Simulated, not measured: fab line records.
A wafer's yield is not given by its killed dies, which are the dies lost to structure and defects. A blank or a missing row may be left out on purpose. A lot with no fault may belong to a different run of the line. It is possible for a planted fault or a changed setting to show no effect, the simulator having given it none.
A lot that was struck, set against a sound lot | flow sky130 | 15 out of 708 route steps
Sound: these wafers, L163.2, L163.3, L163.4. Struck: wafer L160.4 (left out: L160.5, L160.6 of the same lot, which were not struck); the cause appears at the end.
Order at every step that has rows: each side's tool, ch and its chambers, its first start. Under that, the readings that differ: sound wafers | struck wafers | difference of the means | sigmas: that difference in standard deviations of wafers without a fault.
alike: words and numbers the same on both sides, and readings whose means are apart by under 2 such deviations; not compared: readings that were withheld, readings missing a value for some wafer, numbers with overlapping values and no deviation given by the record, and bounds like >300 which may hide the same value.
Wherever a step has rows on one side only, a row that says differs or no value, or a row with sigmas, the two part there. Numbers that don't overlap but have no deviation are shown without sigmas and don't part them. A reading that every wafer of one side lacks parts them only if that side has two wafers or more.

first, 4 steps without rows for these wafers: SKY_VIA2_STRIP_17 (strips in post etch residue remover, time 1200 s); SKY_VIA2_CLEAN_18 (cleans in IPA, time 180 s); SKY_VIA2_CLEAN_19 (cleans in O3/DIW); SKY_VIA2_SPUTTER_20 (material TiN, target thk 20 nm, time 80 s).
SKY_VIA2_CVD_21: deposits W, target thk 420 nm, time 126.4 s.
  sound on cvdW-01 ch 0,1, day 40 12:18; struck on cvdW-02 ch 0, day 39 17:15
  alike: heaterPowerW
SKY_VIA2_RS_MEAS_22: a four-point-probe measurement.
  sound on filmMetro-03, day 40 12:27; struck on filmMetro-04, day 39 17:24
  alike: VIA2_W_RS
SKY_VIA2_THK_MEAS_23: measures by xrf.
  sound on filmMetro-03, day 40 12:34; struck on filmMetro-04, day 39 17:29
  alike: VIA2_W_THK
SKY_VIA2_CMP_24: polishes, stops on SiO2, t overpolish 20 s, target thk 0 nm.
  sound on cmp-02 ch 1,2,3, day 40 12:40; struck on cmp-01 ch 2, day 39 17:43
  alike: motorCurrentA, overpolishRunS, retainingRingPressureFrac, timeToEndpointS
SKY_METAL3_SPUTTER_00: material Ti, target thk 15 nm, time 10 s.
  sound on pvdSputter-02, day 40 12:55; struck on pvdSputter-04, day 39 18:01
  alike: throttleValvePct
SKY_METAL3_SPUTTER_01: material TiN, target thk 20 nm, time 16.7 s.
  sound on pvdSputter-02, day 40 12:56; struck on pvdSputter-04, day 39 18:02
  alike: throttleValvePct
SKY_METAL3_SPUTTER_02: material AlCu, target thk 735 nm, time 39.1 s.
  sound on pvdSputter-02, day 40 12:58; struck on pvdSputter-04, day 39 18:04
  alike: throttleValvePct
then, 1 step without rows for these wafers: SKY_METAL3_SPUTTER_03 (material Ti, target thk 5 nm, time 3.3 s).
SKY_METAL3_SPUTTER_04: material TiN, target thk 70 nm, time 58.3 s.
  sound on pvdSputter-02, day 40 13:01; struck on pvdSputter-04, day 39 18:07
reading                                   | sound             | struck | difference | sigmas
model.TiN_of_METAL3_SPUTTER_04.thkNm (nm) | 69.67 69.52 68.95 | 80.88  | +11.50     | 
  alike: throttleValvePct
then, 1 step without rows for these wafers: SKY_CAPM_CVD_00 (deposits SiO2, target thk 15.5 nm).
-- the record jumps here: 9 days lie between the struck wafers' starts before and after (it left off in module CAPM and takes up again in module PAD_OPEN, whose first step shown is number 708 of the route) --
SKY_PAD_OPEN_PROBE_99:
  sound on prober-02, day 49 01:07; struck on prober-01, day 48 11:19
  alike: defectLimitedYield, killed_at_M0_to_M3, killed_at_M4_up, killedAtContacts, killedAtFrontEnd, killedAtOther, killedDies, killedOpen, killedShort, sort_bin_3_pad_short, sort_bin_5_function, sort_bin_6_memory, sortNPass, sortYieldPct

== WHERE THEY PART ==
Nowhere in this record.

WHY: what had been put in by the simulator
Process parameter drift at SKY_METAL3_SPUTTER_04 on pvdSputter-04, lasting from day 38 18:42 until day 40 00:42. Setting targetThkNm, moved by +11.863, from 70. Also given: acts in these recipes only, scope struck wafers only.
